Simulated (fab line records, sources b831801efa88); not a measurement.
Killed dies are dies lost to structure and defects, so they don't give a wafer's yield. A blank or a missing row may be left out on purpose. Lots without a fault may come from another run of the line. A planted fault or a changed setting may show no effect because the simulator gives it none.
Chamber matching | flow gf180mcu | GF_POLY_GATE_ETCH_12 on rie_diel-02: 4 sister chambers
The step etches BARC in N2/H2. 16 wafers are shown with their chamber, then 8 later ones without.

WAFERS WITH THEIR CHAMBER
wafer  | chamber | drypump_motor_current_A (A) | throttle_valve_pct (%) | oes_product_au (a.u.)
L075.1 | 0       | 5.8                         | 13.196                 | 0.746
L075.4 | 2       | 4.9                         | 13.209                 | 0.734
L075.5 | 0       | 5.9                         | 13.209                 | 0.734
L078.1 | 1       | 5.5                         | 13.222                 | 0.726
L078.2 | 2       | 4.9                         | 13.223                 | 0.727
L078.5 | 2       | 4.8                         | 13.211                 | 0.735
L079.2 | 0       | 5.8                         | 13.203                 | 0.744
L079.4 | 1       | 5.6                         | 13.208                 | 0.734
L079.5 | 2       | 4.9                         | 13.216                 | 0.741
L082.2 | 0       | 5.9                         | 13.210                 | 0.731
L082.3 | 1       | 5.6                         | 13.221                 | 0.733
L082.5 | 2       | 4.9                         | 13.199                 | 0.730
L083.1 | 3       | 5.9                         | 13.207                 | 0.735
L083.2 | 0       | 5.9                         | 13.211                 | 0.732
L083.6 | 2       | 4.8                         | 13.227                 | 0.734
L086.3 | 1       | 5.6                         | 13.217                 | 0.730

SIGNATURES (means of the wafers above)
reading                 | chamber 0 | chamber 1 | chamber 2 | chamber 3 | scatter within a chamber
drypump_motor_current_A | 5.860     | 5.575     | 4.867     | 5.900     | 0.0523
throttle_valve_pct      | 13.20580  | 13.21700  | 13.21417  | 13.20700  | 0.00813
oes_product_au          | 0.73740   | 0.73075   | 0.73350   | 0.73500   | 0.00541
Rule: a wafer's distance from a chamber is the root of the sum, over the readings, of the square of ((its reading less the chamber's mean) divided by the reading's scatter). The wafer belongs to the nearest chamber; if the next one is less than 2 further off, it can't be placed. The scatter: the root of (the sum of the squares of (reading less its chamber's mean) over the shown wafers, divided by (wafers less chambers)).

WAFERS WITHOUT THEIR CHAMBER
wafer  | drypump_motor_current_A (A) | throttle_valve_pct (%) | oes_product_au (a.u.)
L086.5 | 5.5                         | 13.209                 | 0.740
L086.6 | 4.8                         | 13.217                 | 0.734
L092.3 | 5.8                         | 13.224                 | 0.734
L092.5 | 5.6                         | 13.224                 | 0.734
L092.6 | 4.9                         | 13.208                 | 0.734
L096.1 | 4.9                         | 13.213                 | 0.728
L096.2 | 5.6                         | 13.208                 | 0.732
L096.4 | 6.0                         | 13.213                 | 0.738

WHICH CHAMBER EACH WENT THROUGH
wafer  | from the rows above          | in truth
L086.5 | 1                            | 1
L086.6 | 2                            | 2
L092.3 | can't be placed: 0 or 3 or 1 | 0
L092.5 | 1                            | 1
L092.6 | 2                            | 2
L096.1 | 2                            | 2
L096.2 | 1                            | 1
L096.4 | can't be placed: 3 or 0      | 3
Placed correctly: 6 of 8. Can't be placed from these rows: 2 (the true chamber is among the candidates in 2). Placed wrongly: 0.
